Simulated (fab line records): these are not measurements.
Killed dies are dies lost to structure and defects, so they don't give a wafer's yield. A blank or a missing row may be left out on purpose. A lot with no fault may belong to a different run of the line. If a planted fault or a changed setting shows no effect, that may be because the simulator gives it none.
The same fault as seen by 2 desks	flow sky130	each desk holds nothing but its own numbers, with what lay behind them at the end

== FROM THE METROLOGY DESK ==
Lot by lot, what the gauges showed, no matter which tool ran the lot: averages of those sampled wafers that carry a number. If a lot's mean is further than 4 standard deviations from the usual mean, the lot is out of limits and carries the mark OUT (the distance appears in the brackets).
Columns: A = VIA1_W_RS at SKY_VIA1_RS_MEAS_22, usual 0.430 ohm/sq; B = VIA1_W_THK at SKY_VIA1_THK_MEAS_23, usual 273 nm
lot	first seen here	A	B
L707	day 35 12:44	0.426	275
L709	day 35 23:56	0.430	275
L708	day 36 00:51	0.431	274
L711	day 36 17:33	0.427	274
L713	day 37 08:39	0.428	274
L714	day 37 16:57	0.431	274
L716	day 38 14:32	0.349 (-18) OUT	349 (+24) OUT
L717	day 38 20:17	0.349 (-18) OUT	358 (+27) OUT
L725	day 40 23:32	0.429	274
L724	day 41 02:44	0.425	274
L727	day 41 12:52	0.432	269
L728	day 41 19:06	0.430	276
L730	day 42 02:38	0.432	276
Per this desk, out of limits: L716, L717; the first was L716, day 38 14:32 (VIA1_W_RS at SKY_VIA1_RS_MEAS_22). In limits: L707, L709, L708, L711, L713, L714, L725, L724, L727, L728, L730.

== TOOL OWNER'S DESK, cvd-w-01 ==
The tool's own readings at SKY_VIA1_CVD_21 (deposits W, target thk 270 nm, time 80.902 s): means of the sampled wafers that have a number, for each lot that ran on this tool. If a lot's mean is further than 4 standard deviations from the usual mean, the lot is out of limits and carries the mark OUT (the distance appears in the brackets).
Columns: A = heater-power-w at SKY_VIA1_CVD_21, usual 906 W
lot	first seen here	A
L707	day 35 12:38	962
L708	day 36 00:46	943
L711	day 36 17:27	927
L713	day 37 08:32	957
L716	day 38 14:26	954
L717	day 38 20:11	948
L727	day 41 12:47	930
L730	day 42 02:28	978
Result from this desk: across the 8 lots, nothing is out of limits.

== PUT TOGETHER ==
Metrology desk: alarm possible at day 38 14:32 on L716, L717.
The desk of the tool owner found nothing out of limits.
The tool owner's desk has L716, L717 on record, within its limits.
SKY_VIA1_CVD_21 was run on cvd-w-01 by each of the lots named.

== WHAT THE SIMULATOR PUT IN ==
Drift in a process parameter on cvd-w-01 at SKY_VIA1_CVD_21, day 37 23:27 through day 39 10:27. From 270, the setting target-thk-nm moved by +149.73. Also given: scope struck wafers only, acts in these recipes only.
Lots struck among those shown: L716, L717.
Per desk, hours elapsed from the start of the fault to the first reading out of limits: for the metrology desk, 15.
